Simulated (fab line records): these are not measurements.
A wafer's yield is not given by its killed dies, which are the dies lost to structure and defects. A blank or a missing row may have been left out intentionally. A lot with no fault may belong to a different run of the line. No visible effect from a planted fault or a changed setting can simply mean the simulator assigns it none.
Problem report, 8D (eight disciplines) form, completed by code | flow gf180mcu | the parts of the form that need people (team, actions taken, sign-off) are left out

## 1. WHAT WENT WRONG
Mean of cathode dc power W at GF_TOP_METAL_SPUTTER_01: 5692.9 W across 2 wafers in 2 lots; on wafers with no fault it is 6500.1 W (standard deviation 1.2). So: -99 or more standard deviations from the usual mean.
The step: material TiN, target thk 30 nm, time 25 s.
First seen on wafer L826.1, day 30 19:44, on pvd sputter-02. The record holds 18 wafers of 6 lots with a number at this step. Rule for "out", or "out of limits": more than 4 standard deviations from the usual mean. All remaining wafers that have a number are taken as sound.

## 2. WHAT IT IS AND WHAT IT IS NOT
question                    | is                 | is not
which readings at this step | cathode dc power W | throttle valve pct
which lots                  | L826, L828         | L816, L817, L835, L837
which wafers of those lots  | L826.1, L828.5     | L826.2, L826.3, L828.3, L828.6
read on which tools         | pvd sputter-02     | pvd sputter-01, pvd sputter-03
when                        | from day 30 19:44  | up to then (8 sound wafers); but 8 sound wafers of L828, L835, L837 came after

## 3. SUSPECTS, AND WHAT RULES EACH OUT
Counting: if a tool at a process step up to the reading ran every lot that is out, it stays a suspect. Sound lots after the first of them don't rule it out here, since some wafers of a struck lot are sound.
- pvd sputter-01 at GF_V5_SPUTTER_21 (material Ti, target thk 15 nm, time 80.02 s): kept. It ran every lot that is out, first L826 (day 30 18:56); its last sound lot up to then is L816 (day 28 01:32).
- pvd sputter-01 at GF_V5_SPUTTER_22 (material TiN, target thk 10 nm, time 40 s): kept. It ran every lot that is out, first L826 (day 30 19:00); its last sound lot up to then is L816 (day 28 01:36).
- cvd w-02 at GF_V5_CVD_23 (deposits W, target thk 350 nm, time 104.9 s): kept. It ran every lot that is out, first L826 (day 30 19:02).
- pvd sputter-02 at GF_TOP_METAL_SPUTTER_00 (material Ti, target thk 37.5 nm, time 150 s): kept. It ran every lot that is out, first L826 (day 30 19:38); its last sound lot up to then is L816 (day 28 03:14).
- pvd sputter-02 at GF_TOP_METAL_SPUTTER_01 (material TiN, target thk 30 nm, time 25 s): kept. It ran every lot that is out, first L826 (day 30 19:44); its last sound lot up to then is L816 (day 28 03:20). On those wafers its own readings are out: cathode dc power W.
Left after counting: pvd sputter-01 at GF_V5_SPUTTER_21, pvd sputter-01 at GF_V5_SPUTTER_22, cvd w-02 at GF_V5_CVD_23, pvd sputter-02 at GF_TOP_METAL_SPUTTER_00, pvd sputter-02 at GF_TOP_METAL_SPUTTER_01.

## 4. THE CAUSE (what the simulator had put in)
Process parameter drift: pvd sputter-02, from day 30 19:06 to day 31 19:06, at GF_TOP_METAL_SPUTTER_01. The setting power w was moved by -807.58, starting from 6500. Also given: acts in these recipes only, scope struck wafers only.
Counting leaves 5 suspects; this tool is one of them.

## 5. SEQUENCE OF EFFECTS, ordered by route
Rows list readings where the struck wafers' mean (over those with a number) sits beyond 3 standard deviations from the usual. Scope: only readings with a usual standard deviation given in the record; hours: median across lots of the time from each lot's start at the first step in this table that gives one to its start at this step; sigmas: change in usual standard deviations.
hours | step                    | reading            | usual    | on struck wafers | change | sigmas
0     | GF_TOP_METAL_SPUTTER_01 | cathode dc power W | 6500.1 W | 5692.9           | -807.2 | -99 or more
The process steps in it:
- GF_TOP_METAL_SPUTTER_01: material TiN, target thk 30 nm, time 25 s.

## 6. HOW IT WOULD HAVE BEEN CAUGHT EARLIER
In this record the first reading out of limits was taken at day 30 19:44, 1 hour after the fault began at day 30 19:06.
